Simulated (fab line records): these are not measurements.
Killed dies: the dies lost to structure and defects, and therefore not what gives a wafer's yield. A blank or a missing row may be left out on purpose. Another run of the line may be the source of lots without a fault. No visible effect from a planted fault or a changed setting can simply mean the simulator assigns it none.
One fault through the eyes of 2 desks    flow sky130    what lay behind the numbers comes last; until then each desk has only its own

== DESK OF THE TOOL OWNER: lpcvd-02 ==
The tool's own readings at SKY_SONOS_ONO_CVD_02 (deposits Si3N4 from DCS/NH3, target thk 10.5 nm, time 180 s): means of the sampled wafers that have a number, for each lot that ran on this tool. Marked OUT: a lot whose mean sits more than 4 standard deviations from the usual mean, which makes it out of limits; the brackets give that distance.
Columns: A = pressure_mtorr at SKY_SONOS_ONO_CVD_02, usual 249.8 mTorr
lot   first seen here  A
L625  day 11 18:06     250.1
L627  day 12 06:55     250.0
L628  day 12 15:27     249.6
L632  day 14 02:37     249.1
L634  day 14 21:02     250.1
L635  day 15 00:06     250.2
L636  day 15 05:26     249.4
L637  day 15 14:56     249.4
L645  day 18 03:59     250.2
L646  day 18 15:29     250.2
L647  day 19 01:55     249.9
L648  day 19 07:49     249.4
Result from this desk: across the 12 lots, nothing is out of limits.

== THE METROLOGY DESK ==
What the gauges read, lot by lot, whatever tool the lot ran on: means of the sampled wafers that have a number. Marked OUT: a lot whose mean sits more than 4 standard deviations from the usual mean, which makes it out of limits; the brackets give that distance.
Columns: A = SONOS_ONO_OXIDATION_THK at SKY_SONOS_ONO_THK_MEAS_01, usual 2.64 nm; B = SONOS_ONO_CVD_02_THK at SKY_SONOS_ONO_THK_MEAS_03, usual 10.55 nm
lot   first seen here  A     B
L625  day 11 18:02     2.62  10.59
L627  day 12 06:52     2.64  10.31
L628  day 12 15:17     2.59  10.55
L632  day 14 01:00     2.71  10.51
L634  day 14 18:59     2.66  10.52
L635  day 14 22:55     2.65  6.34 (-32) OUT
L636  day 15 05:22     2.59  6.03 (-35) OUT
L637  day 15 14:52     2.67  6.19 (-34) OUT
L645  day 18 03:42     2.60  10.35
L646  day 18 14:59     2.63  10.65
L647  day 19 00:04     2.58  10.58
L648  day 19 07:08     2.64  10.72
This desk's finding: out of limits on L635, L636, L637; first on L635, day 15 01:10 (SONOS_ONO_CVD_02_THK at SKY_SONOS_ONO_THK_MEAS_03). L625, L627, L628, L632, L634, L645, L646, L647, L648: within limits.

== BROUGHT TOGETHER ==
The metrology desk could have raised an alarm at day 15 01:10, on L635, L636, L637.
The desk of the tool owner found nothing out of limits.
The tool owner's desk has L635, L636, L637 on record, within its limits.
The lots listed all ran SKY_SONOS_ONO_CVD_02 on lpcvd-02.

== WHAT THE SIMULATOR HAD PUT IN ==
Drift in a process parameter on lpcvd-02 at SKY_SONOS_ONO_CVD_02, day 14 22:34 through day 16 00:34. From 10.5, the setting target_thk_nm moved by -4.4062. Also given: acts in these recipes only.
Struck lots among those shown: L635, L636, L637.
Hours from the fault's start to each desk's first reading out of limits: the metrology desk, 3.
